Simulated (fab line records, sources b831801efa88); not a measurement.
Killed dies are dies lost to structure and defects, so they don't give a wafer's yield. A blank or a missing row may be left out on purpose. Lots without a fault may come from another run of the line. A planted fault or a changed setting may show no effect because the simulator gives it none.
Which tool did it? | flow sky130 | 6 lots, 18 wafers sampled, at 1 step of a route of 708

WHAT THE GAUGES READ, wafer by wafer
SKY_SONOS_ONO_THK_MEAS_03.
lot  | measured     | on            | SONOS_ONO_CVD_02_THK (nm)
L138 | day 13 13:40 | film_metro-04 | 10.50 10.56 10.48
L140 | day 14 00:29 | film_metro-01 | 10.39 10.39 10.46
L147 | day 16 15:43 | film_metro-01 | 10.49 10.57 10.57
L150 | day 17 08:46 | film_metro-01 | 10.40 10.41 10.40
L152 | day 18 08:04 | film_metro-01 | 10.47 10.34 10.57
L154 | day 19 00:04 | film_metro-04 | 10.54 10.70 10.54

WHICH TOOL RAN EACH LOT (tool, then ch and the chambers of the sampled wafers, then the start)
The record holds no process step before these readings.

THE ANSWER, worked out from the rows above alone
Rule: what is usual is taken from the lots themselves. Put in order of their means at a reading, lots are off if they are a third of the lots or fewer, leave a main group of 4 or more, and stand apart from it by a gap of 3 or more times the standard deviation of the main group's means; of several such gaps the widest counts. A main group whose means are all the same, to the digits that the tables above print for the reading, isn't used. A lot without any number at a reading at which 4 lots or more have one is off too. The other lots that the step has rows for count as sound.
No lot is off at any reading shown: from this, nothing can be told.

WHAT THE SIMULATOR HAD PUT IN
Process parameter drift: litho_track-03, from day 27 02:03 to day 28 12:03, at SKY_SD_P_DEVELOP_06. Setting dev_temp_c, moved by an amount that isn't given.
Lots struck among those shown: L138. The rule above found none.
